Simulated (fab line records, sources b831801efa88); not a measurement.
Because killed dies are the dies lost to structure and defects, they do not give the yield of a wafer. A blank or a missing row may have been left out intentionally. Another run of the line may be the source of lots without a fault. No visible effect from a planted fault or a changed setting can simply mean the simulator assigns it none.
One fault through the eyes of 2 desks / flow sky130 / each desk has only its own numbers; what lay behind them comes last

== TOOL OWNER'S DESK, implanter-02 ==
SKY_LDD_N_IMPLANT_08, tool's own readings: per-lot mean of the sampled wafers with a number, covering each lot this tool ran. Any lot whose mean is over 4 standard deviations away from the usual mean is out of limits and marked OUT; that distance is given in the brackets.
Columns: A = beam-on-s at SKY_LDD_N_IMPLANT_08, usual 9.98 s; B = dose-ions-cm2 at SKY_LDD_N_IMPLANT_08, usual 7.501e+13; C = faraday-current-uA at SKY_LDD_N_IMPLANT_08, usual 424
lot=L729; first seen here=day 19 13:05; A=9.94; B=7.503e+13; C=426
lot=L736; first seen here=day 21 20:18; A=10.08; B=7.496e+13; C=420
lot=L737; first seen here=day 22 14:11; A=10.03; B=7.492e+13; C=422
lot=L742; first seen here=day 24 12:17; A=60.63 (+99 or more) OUT; B=5.841e+14 (+99 or more) OUT; C=544 (+16) OUT
lot=L743; first seen here=day 24 14:56; A=61.96 (+99 or more) OUT; B=5.841e+14 (+99 or more) OUT; C=532 (+15) OUT
This desk's finding: out of limits on L742, L743; first on L742, day 24 12:17 (beam-on-s at SKY_LDD_N_IMPLANT_08). In limits: L729, L736, L737.

== FROM THE METROLOGY DESK ==
What the gauges read for every lot (on any tool): the sampled wafers with a number, averaged. Any lot whose mean is over 4 standard deviations away from the usual mean is out of limits and marked OUT; that distance is given in the brackets.
Columns: A = NWELL_OXIDATION_THK at SKY_NWELL_THK_MEAS_02, usual 10.05 nm; B = cd-nm at SKY_VT_ADJUST_NCORE_CD_MEAS_07, usual 380.4 nm; C = LDD_N_TW at SKY_LDD_N_TW_MEAS_17, usual 2560; D = cd-nm at SKY_SD_P_CD_MEAS_07, usual 380.1 nm
lot=L729; first seen here=day 3 10:37; A=9.99; B=381.2; C=2600; D=380.9
lot=L731; first seen here=day 3 18:53; A=9.91; B=382.7; C=2510; D=379.2
lot=L735; first seen here=day 4 13:23; A=10.25; B=379.2; C=2523; D=381.1
lot=L736; first seen here=day 4 18:33; A=9.98; B=381.3; C=2509; D=379.4
lot=L737; first seen here=day 5 01:13; A=9.75; B=380.0; C=2625; D=379.5
lot=L738; first seen here=day 5 07:26; A=10.30; B=383.1; C=2625; D=384.3
lot=L740; first seen here=day 5 20:12; A=9.87; B=376.5; C=2539; D=380.8
lot=L742; first seen here=day 6 05:26; A=9.92; B=377.2; C=3003 (+9.8) OUT; D=383.3
lot=L743; first seen here=day 6 10:13; A=9.99; B=382.0; C=2939 (+8.4) OUT; D=377.3
lot=L744; first seen here=day 6 16:01; A=9.69; B=380.3; C=2629; D=378.5
lot=L746; first seen here=day 7 06:04; A=10.07; B=379.2; C=2524; D=378.8
This desk's result: L742, L743 out of limits, first on L742 (LDD_N_TW at SKY_LDD_N_TW_MEAS_17), day 24 13:32. In limits: L729, L731, L735, L736, L737, L738, L740, L744, L746.

== ALL TOGETHER ==
On L742, L743, at day 24 12:17, an alarm was possible from the tool owner's desk.
On L742, L743, the metrology desk was in a position to raise an alarm at day 24 13:32.
On implanter-02, each named lot ran SKY_LDD_N_IMPLANT_08.

== WHAT THE SIMULATOR HAD INSERTED ==
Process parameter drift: implanter-02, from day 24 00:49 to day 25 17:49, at SKY_LDD_N_IMPLANT_08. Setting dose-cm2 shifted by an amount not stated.
Shown lots that were struck: L742, L743.
Delay (hours) between the fault's onset and each desk's first out-of-limits reading: 11 at the tool owner's desk, 13 at the metrology desk.
